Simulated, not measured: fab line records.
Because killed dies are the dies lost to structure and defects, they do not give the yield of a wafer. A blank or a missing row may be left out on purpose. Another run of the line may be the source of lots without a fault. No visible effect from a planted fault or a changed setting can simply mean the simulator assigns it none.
Struck lot and sound lot, side by side :: flow sky130 :: 33 steps out of a route of 708
Sound: wafers L811.1, L811.5, L811.6. Struck: wafers L797.3, L797.6. (L797.2 of the same lot was not struck and is left out.) The cause comes at the end.
For every step that has rows: the tool of each side, followed by ch and its chambers, followed by its first start. Under that, the readings that differ: sound wafers :: struck wafers :: difference of the means :: sigmas: that difference in standard deviations of wafers without a fault.
alike: same words and numbers on both sides, and readings whose means sit less than 2 such deviations apart. not compared: any withheld reading, any reading some wafer has no value for, any bound like >300 that may hide the same value, and any number with overlapping values for which the record gives no deviation.
The two part at a step that has a row with sigmas, a row that says differs or no value, or rows on one side only. Non-overlapping numbers with no deviation appear without sigmas and do not part them. Lack of a reading on every wafer of one side parts them only where that side has two or more wafers.

first, 4 steps without rows for these wafers: SKY_LOCAL_INTERCONNECT_SOFTBAKE_07 (time 90 s); SKY_LOCAL_INTERCONNECT_EXPOSE_08 (exposes mask LI1M, target cd 170 nm); SKY_LOCAL_INTERCONNECT_PEB_09; SKY_LOCAL_INTERCONNECT_DEVELOP_10 (develop time 60 s).
SKY_LOCAL_INTERCONNECT_CD_MEAS_11: the cd target is 170 nm.
  sound: cd_sem-02 at day 36 09:30; struck: cd_sem-02 at day 31 21:43
  alike: cd_nm
SKY_LOCAL_INTERCONNECT_OVL_MEAS_12:
  sound: overlay-02 at day 36 09:37; struck: overlay-02 at day 31 21:49
  alike: LOCAL_INTERCONNECT_OVL
SKY_LOCAL_INTERCONNECT_ETCH_13: etches BARC in N2/H2, stops on SiO2, time 45.9 s, target depth 60 nm.
  sound on rie_metal-01 ch 0,1, day 36 09:39; struck on rie_metal-04 ch 0,1, day 31 21:51
  alike: drypump_motor_current_A, oes_product_au, throttle_valve_pct
  not compared: rf_hours_counter_h
then, 1 step without rows for these wafers: SKY_LOCAL_INTERCONNECT_METAL_ETCH_14 (etches TiN in Cl2/BCl3, stops on PSG, target depth 110 nm, time 31.4 s).
SKY_LOCAL_INTERCONNECT_STRIP_15: strips in O2/N2.
  sound on plasma_asher-04 ch 0,1, day 36 09:46; struck on plasma_asher-02 ch 0,1, day 31 21:58
  alike: drypump_motor_current_A, oes_product_au, strip_time_to_endpoint_s
  not compared: rf_hours_counter_h
then, 3 steps without rows for these wafers: SKY_LOCAL_INTERCONNECT_STRIP_16 (strips in post etch residue remover, time 1200 s); SKY_LOCAL_INTERCONNECT_CLEAN_17 (cleans in IPA, time 180 s); SKY_LOCAL_INTERCONNECT_CLEAN_18 (cleans in O3/DIW).
SKY_CONTACT_CVD_00: deposits Si3N4, target thk 75 nm.
  sound on pecvd-03 ch 1,2, day 36 10:22; struck on pecvd-04 ch 2, day 31 22:34
reading: model.Si3N4_of_CONTACT_CVD_00.thk_nm (nm)
sound: 75.46 76.65 77.01
struck: 84.25 85.85
difference: +8.68
sigmas: 
  alike: heater_power_outer_w, heater_power_w
SKY_CONTACT_THK_MEAS_01:
  sound: film_metro-02 at day 36 10:23; struck: film_metro-02 at day 31 22:36
reading: CONTACT_CVD_00_THK (nm)
sound: 75.5 76.6 77.1
struck: 84.3 85.8
difference: +8.7
sigmas: +9
then, 1 step without rows for these wafers: SKY_CONTACT_HDPCVD_02 (deposits SiO2, target thk 565 nm, time 94.2 s).
SKY_CONTACT_THK_MEAS_03:
  sound: film_metro-02 at day 36 10:31; struck: film_metro-01 at day 31 22:44
  alike: CONTACT_HDPCVD_THK
SKY_CONTACT_CMP_04: polishes SiO2.
  sound on cmp-02 ch 0,1,3, day 36 10:41; struck on cmp-01 ch 0,2, day 31 22:47
  alike: motor_current_A
SKY_CONTACT_BOW_MEAS_05:
  sound: film_metro-02 at day 36 10:53; struck: film_metro-03 at day 31 23:06
  alike: CONTACT_BOW
then, 8 steps without rows for these wafers: SKY_CONTACT_DEHYDRATE_06 (time 60 s); SKY_CONTACT_HMDS_07 (prime time 60 s); SKY_CONTACT_COAT_08 (resist thk 60 nm); SKY_CONTACT_COAT_09 (resist thk 450 nm); SKY_CONTACT_SOFTBAKE_10 (time 90 s); SKY_CONTACT_EXPOSE_11 (exposes mask CTM1, target cd 170 nm); SKY_CONTACT_PEB_12; SKY_CONTACT_DEVELOP_13 (develop time 60 s).
SKY_CONTACT_CD_MEAS_14: the cd target is 170 nm.
  sound: cd_sem-02 at day 37 13:45; struck: cd_sem-01 at day 33 01:46
  alike: cd_nm
SKY_CONTACT_OVL_MEAS_15:
  sound: overlay-01 at day 37 13:52; struck: overlay-01 at day 33 01:52
  alike: CONTACT_OVL
SKY_CONTACT_ETCH_16: etches BARC in N2/H2, stops on SiO2, time 45.9 s, target depth 60 nm.
  sound on rie_diel-03 ch 1,2,3, day 37 13:54; struck on rie_diel-01 ch 0,1, day 33 01:54
  alike: drypump_motor_current_A, oes_product_au, throttle_valve_pct
  not compared: rf_hours_counter_h
SKY_CONTACT_ETCH_17: etches SiO2 in C4F8/O2/Ar, stops on Si3N4, target depth 340 nm.
  sound on rie_diel-03 ch 1,2,3, day 37 13:57; struck on rie_diel-01 ch 0,1, day 33 01:57
  alike: oes_product_au
SKY_CONTACT_ETCH_18: etches Si3N4 in CHF3/O2, stops on TiN, time 39 s, target depth 75 nm.
  sound: rie_diel-03 ch 1,2,3; struck: rie_diel-01 ch 0,1
reading: oes_product_au (a.u.)
sound: 0.863 0.872 0.869
struck: 0.911 0.923
difference: +0.049
sigmas: +6

reading: model.etch.depth_nm (nm)
sound: 75.46 76.65 77.01
struck: 84.25 85.85
difference: +8.68
sigmas: 
  alike: drypump_motor_current_A, throttle_valve_pct
  not compared: rf_hours_counter_h
then, 1 step without rows for these wafers: SKY_CONTACT_STRIP_19 (strips in O2/N2).
-- the record jumps here: 14 days lie between the struck wafers' starts before and after (it left off in module CONTACT and takes up again in module PAD_OPEN, whose first step shown is number 708 of the route) --
SKY_PAD_OPEN_PROBE_99:
  rows exist in the record for the struck wafers here (prober-02, day 47 03:37), but not for the sound ones

WHERE THEY PART
First at SKY_CONTACT_THK_MEAS_01; last, within this record, at SKY_PAD_OPEN_PROBE_99.

WHY: the cause the simulator had injected
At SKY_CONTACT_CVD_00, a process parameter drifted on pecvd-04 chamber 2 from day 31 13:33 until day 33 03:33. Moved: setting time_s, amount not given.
